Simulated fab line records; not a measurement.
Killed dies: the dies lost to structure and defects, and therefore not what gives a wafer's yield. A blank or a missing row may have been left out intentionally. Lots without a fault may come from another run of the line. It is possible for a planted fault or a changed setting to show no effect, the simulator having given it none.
Comparing a struck lot with a sound one -- flow sky130 -- 15 steps out of a route of 708
Sound: these wafers, L221.1, L221.3, L221.6. Struck: wafers L234.1, L234.4. (L234.3 of the same lot was not struck and is left out.) The cause comes at the end.
For every step that has rows: the tool of each side, followed by ch and its chambers, followed by its first start. Under that, the readings that differ: sound wafers -- struck wafers -- difference of the means -- sigmas: that difference in standard deviations of wafers without a fault.
alike: readings with means less than 2 such deviations apart, plus words and numbers identical on both sides. not compared: withheld readings, readings lacking a value on some wafer, bounds such as >300 that could conceal the same value, and numbers that have no deviation in the record and whose values overlap.
The two part at a step that has a row with sigmas, a row that says differs or no value, or rows on one side only. Non-overlapping numbers with no deviation appear without sigmas and do not part them. A reading that every wafer of one side lacks parts them only if that side has two wafers or more.

SKY_VIA1_OVL_MEAS_13:
  sound: overlay-01 at day 34 07:18; struck: overlay-01 at day 38 07:27
  alike: VIA1_OVL
SKY_VIA1_ETCH_14: etches BARC in N2/H2, stops on SiO2, time 45.9 s, target depth 60 nm.
  sound on rie_diel-03 ch 0,1,3, day 34 07:20; struck on rie_diel-03 ch 0,1, day 38 07:29
  alike: drypump_motor_current_A, oes_product_au, throttle_valve_pct
  not compared: rf_hours_counter_h
then, 1 step without rows for these wafers: SKY_VIA1_ETCH_15 (etches SiO2 in C4F8/O2/Ar, stops on TiN, target depth 351 nm, time 54 s).
SKY_VIA1_STRIP_16: strips in O2/N2.
  sound on plasma_asher-01 ch 0,1, day 34 07:26; struck on plasma_asher-03 ch 0, day 38 07:35
  alike: drypump_motor_current_A, oes_product_au, strip_time_to_endpoint_s
  not compared: rf_hours_counter_h
then, 4 steps without rows for these wafers: SKY_VIA1_STRIP_17 (strips in post etch residue remover, time 1200 s); SKY_VIA1_CLEAN_18 (cleans in IPA, time 180 s); SKY_VIA1_CLEAN_19 (cleans in O3/DIW); SKY_VIA1_SPUTTER_20 (material TiN, target thk 20 nm, time 80 s).
SKY_VIA1_CVD_21: deposits W, target thk 270 nm, time 80.902 s.
  sound on cvd_w-01 ch 0,1, day 34 08:05; struck on cvd_w-02 ch 0,1, day 38 08:16
  alike: chamber_pressure_Torr, heater_power_w
  not compared: since_wet_clean_h
SKY_VIA1_RS_MEAS_22: the measuring method here is four-point-probe.
  sound: film_metro-02 at day 34 08:10; struck: film_metro-04 at day 38 08:22
  alike: VIA1_W_RS
SKY_VIA1_THK_MEAS_23: measures by xrf.
  sound: film_metro-02 at day 34 08:17; struck: film_metro-04 at day 38 08:29
  alike: VIA1_W_THK
SKY_VIA1_CMP_24: polishes, stops on SiO2, t overpolish 15 s, target thk 0 nm.
  sound on cmp-01 ch 1,2, day 34 08:21; struck on cmp-01 ch 0,1, day 38 08:33
reading,sound,struck,difference,sigmas
overpolish_run_s (s),14.996 14.982 14.990,15.012 15.008,+0.021,+2
  alike: motor_current_A, time_to_endpoint_s
SKY_METAL2_SPUTTER_00: material Ti, target thk 15 nm, time 10 s.
  sound: pvd_sputter-01 at day 34 08:39; struck: pvd_sputter-01 at day 38 08:51
reading,sound,struck,difference,sigmas
model.Ti_of_METAL2_SPUTTER_00.thk_nm (nm),14.58 14.7 14.75,21.21 21.36,+6.61,
  alike: throttle_valve_pct
SKY_METAL2_SPUTTER_01: material TiN, target thk 20 nm, time 16.7 s.
  sound: pvd_sputter-01 at day 34 08:40; struck: pvd_sputter-01 at day 38 08:52
  alike: throttle_valve_pct
-- the record jumps here: 11 days lie between the struck wafers' starts before and after (it left off in module METAL2 and takes up again in module PAD_OPEN, whose first step shown is number 708 of the route) --
SKY_PAD_OPEN_PROBE_99:
  sound: prober-01 at day 46 05:09; struck: prober-02 at day 49 04:13
  alike: defect_limited_yield, killed_at_M0_to_M3, killed_at_M4_up, killed_at_contacts, killed_at_front_end, killed_at_other, killed_dies, killed_open, killed_short, sort_bin_3_pad_short, sort_bin_5_function, sort_bin_6_memory, sort_n_pass, sort_yield_pct

WHERE THEY PART
SKY_VIA1_CMP_24 only, going by this record. Later steps at which nothing parts them and some readings are alike: SKY_METAL2_SPUTTER_00, SKY_METAL2_SPUTTER_01, SKY_PAD_OPEN_PROBE_99.

WHY: the cause the simulator had injected
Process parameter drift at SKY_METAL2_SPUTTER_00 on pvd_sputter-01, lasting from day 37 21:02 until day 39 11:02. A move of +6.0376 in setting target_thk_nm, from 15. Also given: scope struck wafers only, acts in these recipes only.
